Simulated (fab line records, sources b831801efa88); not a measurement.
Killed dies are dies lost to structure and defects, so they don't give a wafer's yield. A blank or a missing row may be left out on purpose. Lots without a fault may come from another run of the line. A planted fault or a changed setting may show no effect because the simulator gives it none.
A struck lot beside a sound one | flow sfq_line | 42 steps out of a route of 325
Sound: wafers L156.1, L156.3, L156.6. Struck: wafers L151.1, L151.4. (L151.3 of the same lot was not struck and is left out.) The cause comes at the end.
At each step with rows: each side's tool, then ch and its chambers, then its first start. Under that, the readings that differ: sound wafers | struck wafers | difference of the means | sigmas: that difference in standard deviations of wafers without a fault.
alike: readings whose means differ by less than 2 such deviations, and words and numbers that are the same on both sides. not compared: withheld readings, readings that some wafer has no value for, bounds like >300 that may hide the same value, and numbers for which the record gives no deviation and whose values overlap.
The two part at a step that has a row with sigmas, a row that says differs or no value, or rows on one side only. Numbers that don't overlap but have no deviation are shown without sigmas and don't part them. A reading that every wafer of one side lacks parts them only if that side has two wafers or more.

SFQ_TRILAYER_R5_DEP_SPUTTER_133: material MoNx, target thk 40 nm, time 66.7 s.
  sound on pvd_sputter-06, day 76 03:13; struck on pvd_sputter-05, day 71 06:47
  alike: throttle_valve_pct
then, 1 step without rows for these wafers: SFQ_TRILAYER_R5_DEP_SPUTTER_134 (material Ti, target thk 5 nm, time 5 s).
SFQ_R5_RS_MEAS_933: measures by four-point-probe.
  sound on film_metro-01, day 76 03:17; struck on film_metro-01, day 71 06:51
  alike: R5_MONX_RS
SFQ_R5_THK_MEAS_934: measures by xrf.
  sound on film_metro-01, day 76 03:25; struck on film_metro-01, day 71 06:58
  alike: R5_MONX_THK
then, 6 steps without rows for these wafers: SFQ_TRILAYER_R5_LITHO_COAT_141 (resist thk 62 nm); SFQ_TRILAYER_R5_LITHO_COAT_136 (resist thk 600 nm); SFQ_TRILAYER_R5_LITHO_SOFTBAKE_140; SFQ_TRILAYER_R5_LITHO_EXPOSE_137 (exposes mask R5, target cd 500 nm); SFQ_TRILAYER_R5_LITHO_PEB_139 (peb time 60 s); SFQ_TRILAYER_R5_LITHO_DEVELOP_138 (time 60 s).
-- the record jumps here: 4 days lie between the struck wafers' starts before and after --
SFQ_R5_OVL_MEAS_935:
  sound on overlay-01, day 80 04:38; struck on overlay-01, day 75 12:09
  alike: R5_OVL
then, 1 step without rows for these wafers: SFQ_TRILAYER_R5_BARC_OPEN_METAL_ETCH_177 (etches BARC in O2, target depth 125 nm, time 41.7 s).
SFQ_TRILAYER_R5_ETCH_METAL_ETCH_139: etches the open film in Cl2, stops on SiO2, target depth 60 nm, time 40 s.
  sound on rie_metal-01 ch 0,1, day 80 04:44; struck on rie_metal-01 ch 1, day 75 12:14
  reading                                             | sound             | struck      | difference | sigmas
  oes_product_au (a.u.)                               | 0.996 1.004 0.992 | 0.852 0.843 | -0.150     | -25
  model.R5.feature_depth_nm (nm)                      | 60 60 60          | 44.71 44.3  | -15.50     |
  model.etch.depth_nm (nm)                            | 60 60 60          | 44.71 44.3  | -15.50     |
  model.KrF_of_TRILAYER_R5_LITHO_COAT_136.thk_nm (nm) | 500.8 501.9 502.2 | 505 505.1   | +3         |
  alike: drypump_motor_current_A, he_backside_leak_sccm
  not compared: rf_hours_counter_h
then, 9 steps without rows for these wafers: SFQ_TRILAYER_R5_STRIP_STRIP_140 (strips in O2); SFQ_TRILAYER_R5_STRIP_SOLV_CLEAN_141 (cleans in NMP, time 600 s); SFQ_TRILAYER_A5C_DEP_PECVD_142 (deposits SiO2 from SiH4/N2O, time 15.556 s, target thk 70 nm); SFQ_TRILAYER_I5_LITHO_COAT_149 (resist thk 62 nm); SFQ_TRILAYER_I5_LITHO_COAT_144 (resist thk 650 nm); SFQ_TRILAYER_I5_LITHO_SOFTBAKE_148; SFQ_TRILAYER_I5_LITHO_EXPOSE_145 (exposes mask I5, target cd 700 nm); SFQ_TRILAYER_I5_LITHO_PEB_147 (peb time 60 s); SFQ_TRILAYER_I5_LITHO_DEVELOP_146 (time 60 s).
SFQ_I5_OVL_MEAS_936:
  sound on overlay-02, day 84 04:46; struck on overlay-02, day 75 19:07
  reading     | sound   | struck | difference | sigmas
  I5_OVL (nm) | 20 15 5 | 4 -10  | -16        | -3
then, 1 step without rows for these wafers: SFQ_TRILAYER_I5_BARC_OPEN_VIA_ETCH_200 (etches BARC in O2, target depth 125 nm, time 41.7 s).
SFQ_TRILAYER_I5_ETCH_VIA_ETCH_147: etches the open film in CHF3, stops on Nb, target depth 360 nm.
  sound on rie_diel-01 ch 0,1,3, day 84 04:50; struck on rie_diel-03 ch 1,2, day 75 19:12
  alike: drypump_motor_current_A, oes_product_au
SFQ_TRILAYER_I5_STRIP_STRIP_148: strips in O2.
  sound on rie_metal-04 ch 1, day 84 04:59; struck on rie_metal-02 ch 0, day 75 19:21
  reading                      | sound          | struck    | difference | sigmas
  drypump_motor_current_A (A)  | 5.32 5.33 5.35 | 5.96 6.00 | +0.65      | +2
  he_backside_leak_sccm (sccm) | 3.82 3.80 3.71 | 3.12 3.11 | -0.66      | -3
  alike: oes_product_au
  not compared: rf_hours_counter_h
then, 7 steps without rows for these wafers: SFQ_TRILAYER_I5_STRIP_SOLV_CLEAN_149 (cleans in NMP, time 600 s); SFQ_TRILAYER_C5_LITHO_COAT_156 (resist thk 62 nm); SFQ_TRILAYER_C5_LITHO_COAT_151 (resist thk 650 nm); SFQ_TRILAYER_C5_LITHO_SOFTBAKE_155; SFQ_TRILAYER_C5_LITHO_EXPOSE_152 (exposes mask C5, target cd 500 nm); SFQ_TRILAYER_C5_LITHO_PEB_154 (peb time 60 s); SFQ_TRILAYER_C5_LITHO_DEVELOP_153 (time 60 s).
SFQ_C5_OVL_MEAS_937:
  sound on overlay-02, day 84 18:16; struck on overlay-02, day 75 22:58
  alike: C5_OVL
SFQ_TRILAYER_C5_BARC_OPEN_VIA_ETCH_210: etches BARC in O2, target depth 125 nm, time 41.7 s.
  sound on rie_diel-01 ch 1,2,3, day 84 18:19; struck on rie_diel-04 ch 0,3, day 75 23:01
  alike: drypump_motor_current_A, oes_product_au
  not compared: rf_hours_counter_h
SFQ_TRILAYER_C5_ETCH_VIA_ETCH_154: etches SiO2 in CHF3, stops on Nb, target depth 84 nm.
  sound on rie_diel-01 ch 1,2,3, day 84 18:21; struck on rie_diel-04 ch 0,3, day 75 23:03
  alike: drypump_motor_current_A, oes_product_au
then, 4 steps without rows for these wafers: SFQ_TRILAYER_C5_STRIP_STRIP_155 (strips in O2); SFQ_TRILAYER_C5_STRIP_SOLV_CLEAN_156 (cleans in NMP, time 600 s); SFQ_TRILAYER_M6_DEP_PRE_CLEAN_158 (time 22.5 s); SFQ_TRILAYER_M6_DEP_SPUTTER_157 (material Nb, target thk 200 nm, time 133.3 s).
SFQ_M6_RS_MEAS_938: measures by four-point-probe.
  sound on film_metro-01, day 84 19:53; struck on film_metro-03, day 76 00:35
  alike: M6_NB_RS
-- the record jumps here: 10 days lie between the struck wafers' starts before and after (it left off in module M6 and takes up again in module M8, whose first step shown is number 325 of the route) --
SFQ_M8_BOW_MEAS_951:
  sound on film_metro-04, day 90 04:41; struck on film_metro-03, day 86 06:13
  reading                       | sound    | struck | difference | sigmas
  model.etest.r5.comb_log10_ohm | 12 12 12 | 0 0    | -12        |
  alike: M8_BOW

WHERE THEY PART
First at SFQ_TRILAYER_R5_ETCH_METAL_ETCH_139; last, within this record, at SFQ_TRILAYER_I5_STRIP_STRIP_148. Later steps at which nothing parts them and some readings are alike: SFQ_C5_OVL_MEAS_937, SFQ_TRILAYER_C5_BARC_OPEN_VIA_ETCH_210, SFQ_TRILAYER_C5_ETCH_VIA_ETCH_154, SFQ_M6_RS_MEAS_938, SFQ_M8_BOW_MEAS_951.

WHY: what the simulator had put in
Process parameter drift: rie_metal-01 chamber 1, from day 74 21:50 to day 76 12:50, at SFQ_TRILAYER_R5_ETCH_METAL_ETCH_139. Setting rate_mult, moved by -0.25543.
